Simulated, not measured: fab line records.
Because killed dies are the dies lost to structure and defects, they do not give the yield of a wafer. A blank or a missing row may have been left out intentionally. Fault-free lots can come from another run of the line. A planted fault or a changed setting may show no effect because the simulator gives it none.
Code-filled problem report in 8D (eight disciplines) form / flow sky130 / the parts of the form that need people (team, actions taken, sign-off) are left out

1. THE PROBLEM
Across 6 wafers from 2 lots, NWELL_TW at SKY_NWELL_TW_MEAS_15 averages 1881, while fault-free wafers read 1821 with a standard deviation of 11. Relative to the usual mean, that is a shift of +5.4 standard deviations.
First seen on wafer L843.4, day 7 11:23, on film metro-02. The record has a number at this step for 33 wafers belonging to 11 lots. The rule behind "out" and "out of limits": a value lying over 4 standard deviations away from the usual mean. All remaining wafers that have a number are taken as sound.

2. WHAT IT IS, AND WHAT IT ISN'T
question=which readings at this step | is=NWELL_TW | is not=-
question=which lots | is=L843, L845 | is not=L832, L834, L837, L839, L841, L842, L849, L851, L854
question=which wafers of those lots | is=all that have a number | is not=-
question=read on which gauges | is=film metro-02 | is not=film metro-01, film metro-03
question=when | is=from day 7 11:23 | is not=up to then (18 sound wafers); but 9 sound wafers of L849, L851, L854 came after

3. THE SUSPECTS, EACH WITH WHAT RULES IT OUT
Counting: any tool at a process step up to the reading is kept as a suspect provided that every lot that is out went through it and no sound lot did after the first of them.
- the gauge at SKY_NWELL_TW_MEAS_15 has been ruled out. All the wafers that are out were read on film metro-02, but those of them that SKY_NWELL_IMPLANT_11 has rows for are out there too, on other tools.
- implanter-02 at SKY_NWELL_IMPLANT_11: kept. It processed each lot that is out, first L843 at day 7 10:52, and no sound lot thereafter; up to then, the last sound lot it processed was L839 at day 6 11:04. Its own dose ions cm2, faraday current uA readings are out on those wafers.
Left after counting: implanter-02 at SKY_NWELL_IMPLANT_11.

4. THE CAUSE (what the simulator had put in)
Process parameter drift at SKY_NWELL_IMPLANT_11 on implanter-02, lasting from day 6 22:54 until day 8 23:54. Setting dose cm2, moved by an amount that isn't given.
After counting, this tool was the only one left.

5. THE CHAIN OF EFFECTS, in route order
Rows list readings where the struck wafers' mean (over those with a number) sits beyond 3 standard deviations from the usual. Readings are gone through only where the record gives a usual standard deviation; hours: the median, over the lots, of the time from a lot's start at the first step in this table giving one to that lot's start at this step; sigmas: the change measured in usual standard deviations.
hours=0; step=SKY_NWELL_IMPLANT_11; reading=dose ions cm2; usual=1.9003e+13; on struck wafers=2.1323e+13; change=+2.3200e+12; sigmas=+99 or more
hours=0; step=SKY_NWELL_IMPLANT_11; reading=faraday current uA; usual=107.1; on struck wafers=120.6; change=+13.5; sigmas=+6.1
hours=1; step=SKY_NWELL_TW_MEAS_15; reading=NWELL_TW; usual=1821; on struck wafers=1881; change=+60; sigmas=+5.4
hours=21; step=SKY_NWELL_RS_MEAS_29; reading=NWELL_RS; usual=624.8 ohm/sq; on struck wafers=588.4; change=-36.4; sigmas=-24
The process steps in it:
- SKY_NWELL_IMPLANT_11
Later steps that measure or inspect, where all struck wafers having a row at the step show a number for every such reading and not one has moved that far: SKY_CONTACT_BOW_MEAS_05.

6. WHAT WOULD HAVE CAUGHT IT SOONER
In this record the first reading out of limits at a measuring or inspecting step was taken at day 7 11:23, 12 hours after the fault began at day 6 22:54.
Tool's own readings at SKY_NWELL_IMPLANT_11, dose ions cm2, faraday current uA: out on all struck wafers the step has rows for; an alarm limit on them would have tripped on the first.
L845, from the lots that are out (2), started SKY_NWELL_IMPLANT_11 on implanter-02 later than day 7 11:23. A tool hold placed at that time would have kept it from harm.
